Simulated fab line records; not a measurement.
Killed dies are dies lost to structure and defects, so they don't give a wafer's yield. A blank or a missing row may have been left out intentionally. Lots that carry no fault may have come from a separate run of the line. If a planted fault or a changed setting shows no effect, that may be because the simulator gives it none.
Comparing a struck lot with a sound one || flow sky130 || 14 steps out of a route of 708
Sound: the wafers L297.2, L297.3, L297.5. Wafers L300.3, L300.4, L300.6 were the ones struck. The cause is given at the end.
For every step that has rows: the tool of each side, followed by ch and its chambers, followed by its first start. Under that, the readings that differ: sound wafers || struck wafers || difference of the means || sigmas: that difference in standard deviations of wafers without a fault.
alike: readings with means less than 2 such deviations apart, plus words and numbers identical on both sides. not compared: withheld readings, readings lacking a value on some wafer, bounds such as >300 that could conceal the same value, and numbers that have no deviation in the record and whose values overlap.
Wherever a step has rows on one side only, a row that says differs or no value, or a row with sigmas, the two part there. When numbers do not overlap yet have no deviation, they are printed without sigmas and do not part them. Lack of a reading on every wafer of one side parts them only where that side has two or more wafers.

SKY_POLY_GATE_ETCH_15: etches BARC in N2/H2, stops on SiO2, time 118.5 s, target depth 110 nm.
  sound on rie diel-04 ch 0,1,2, day 17 10:51; struck on rie diel-01 ch 0,2, day 18 18:08
{"reading": "rf fwd power W (W)", "sound": "495.8 493.3 497.0", "struck": "499.7 501.3 497.3", "difference": "+4.1", "sigmas": "+2"}
  alike: drypump motor current A, oes product au, throttle valve pct
  not compared: rf hours counter h
SKY_POLY_GATE_ETCH_16: etches Si3N4 in CH3F/O2, stops on poly-Si, time 147.5 s, target depth 75 nm.
  sound on rie diel-04 ch 0,1,2, day 17 10:56; struck on rie diel-01 ch 0,2, day 18 18:13
  alike: drypump motor current A, oes product au, rf fwd power W, throttle valve pct
  not compared: rf hours counter h
SKY_POLY_GATE_ETCH_17: etches poly-Si in HBr/Cl2, stops on SiO2, target depth 180 nm, time 70.5 s.
  sound on rie si-01 ch 1,3, day 17 11:02; struck on rie si-02 ch 0,1,2, day 18 18:19
{"reading": "oes product au (a.u.)", "sound": "0.988 0.980 0.976", "struck": "0.997 1.006 0.995", "difference": "+0.018", "sigmas": "+2"}
  alike: drypump motor current A, rf fwd power W, throttle valve pct
  not compared: rf hours counter h
SKY_POLY_GATE_STRIP_18: strips in O2/N2.
  sound on plasma asher-02 ch 0,1, day 17 11:05; struck on plasma asher-04 ch 0,1, day 18 18:24
  alike: drypump motor current A, oes product au, strip time to endpoint s
  not compared: rf hours counter h
then, 2 steps without rows for these wafers: SKY_POLY_GATE_CLEAN_19 (cleans in SC1/SC2, time 150 s); SKY_POLY_GATE_OXIDATION_20 (stabilise 600 s, purge 300 s, target thk 4 nm).
SKY_POLY_GATE_THK_MEAS_21:
  sound: film metro-04 at day 17 14:31; struck: film metro-04 at day 18 20:34
  alike: POLY_GATE_OXIDATION_THK
SKY_POLY_GATE_CD_MEAS_22:
  sound: cd sem-02 at day 17 14:35; struck: cd sem-01 at day 18 20:40
  alike: cd nm
then, 4 steps without rows for these wafers: SKY_LDD_N_DEHYDRATE_00 (time 60 s); SKY_LDD_N_HMDS_01 (prime time 60 s); SKY_LDD_N_COAT_02 (resist thk 300 nm); SKY_LDD_N_SOFTBAKE_03 (time 60 s).
SKY_LDD_N_EXPOSE_04: exposes mask NTM, target cd 840 nm.
  sound on iline stepper-01 ch 0, day 18 05:31; struck on iline stepper-01 ch 0, day 19 11:26
{"reading": "mask", "sound": "NTM#0 NTM#0 NTM#0", "struck": "NTM_R1#0 NTM_R1#0 NTM_R1#0", "difference": "differs", "sigmas": ""}
then, 1 step without rows for these wafers: SKY_LDD_N_PEB_05.

== WHERE THEY PART ==
First at SKY_POLY_GATE_ETCH_15; last, within this record, at SKY_LDD_N_EXPOSE_04.

WHY: what had been put in by the simulator
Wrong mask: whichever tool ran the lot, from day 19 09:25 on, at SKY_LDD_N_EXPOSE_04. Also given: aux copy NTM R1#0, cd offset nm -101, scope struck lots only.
